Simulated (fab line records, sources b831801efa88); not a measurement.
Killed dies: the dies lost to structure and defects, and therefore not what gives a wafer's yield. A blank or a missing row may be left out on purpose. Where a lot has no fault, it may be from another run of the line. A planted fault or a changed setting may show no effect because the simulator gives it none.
One fault through the eyes of 2 desks	flow sky130	each desk holds nothing but its own numbers, with what lay behind them at the end

## DESK OF THE TOOL OWNER: implanter-03
The tool's own readings at SKY_NWELL_IMPLANT_24, given as means over the sampled wafers that have a number, one for each lot that went through this tool. If a lot's mean is further than 4 standard deviations from the usual mean, the lot is out of limits and carries the mark OUT (the distance appears in the brackets).
Columns: A = beam energy keV at SKY_NWELL_IMPLANT_24, usual 140.00; B = faraday current uA at SKY_NWELL_IMPLANT_24, usual 52.0
lot	first seen here	A	B
L195	day 7 05:29	139.94	52.1
L196	day 7 08:46	142.23 (+57) OUT	50.5
L198	day 7 14:59	142.24 (+57) OUT	51.8
L201	day 8 13:06	142.21 (+57) OUT	51.2
L208	day 10 16:42	140.00	52.2
L210	day 11 23:15	140.00	52.0
This desk's verdict: out of limits on L196, L198, L201, starting with L196 at day 7 08:46 (beam energy keV at SKY_NWELL_IMPLANT_24). L195, L208, L210 stayed within limits.

## METROLOGY DESK
What the gauges read, lot by lot, whatever tool the lot ran on: means of the sampled wafers that have a number. If a lot's mean is further than 4 standard deviations from the usual mean, the lot is out of limits and carries the mark OUT (the distance appears in the brackets).
Columns: A = NWELL_01_OVL at SKY_NWELL_OVL_MEAS_23, usual -0.6 nm; B = cd nm at SKY_VT_ADJUST_HVTP_CD_MEAS_07, usual 380.3 nm; C = VT_ADJUST_HVTP_TW at SKY_VT_ADJUST_HVTP_TW_MEAS_11, usual 1357
lot	first seen here	A	B	C
L189	day 6 06:19	1.2	378.6	1386
L190	day 6 06:43	-1.3	383.5	1344
L191	day 6 07:37	-0.8	379.5	1351
L193	day 6 10:32	-0.8	381.3	1349
L195	day 7 05:28	-0.8	379.2	1364
L196	day 7 08:43	-0.9	380.1	1343
L198	day 7 14:55	0.0	380.6	1366
L201	day 8 13:01	1.0	381.4	1384
L205	day 9 15:20	-0.7	380.0	1348
L206	day 9 16:37	-1.1	380.0	1384
L208	day 10 16:40	-0.6	384.4	1349
L209	day 11 12:55	0.3	383.8	1362
L210	day 11 23:13	0.6	378.3	1346
L211	day 11 23:34	-0.2	380.9	1343
Finding of this desk: none of the 14 lots has anything out of limits.

## ALL TOGETHER
At day 7 08:46, on L196, L198, L201, the tool owner's desk was in a position to raise an alarm.
From the metrology desk's view, nothing was out of limits.
The metrology desk has L196, L198, L201 on record, within its limits.
Every lot named ran SKY_NWELL_IMPLANT_24 on implanter-03.

## WHAT THE SIMULATOR HAD INSERTED
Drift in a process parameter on implanter-03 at SKY_NWELL_IMPLANT_24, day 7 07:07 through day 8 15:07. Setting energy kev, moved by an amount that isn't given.
Lots struck among those shown: L196, L198, L201.
How many hours passed from the start of the fault until each desk's first out-of-limits reading: the tool owner's desk, 2.
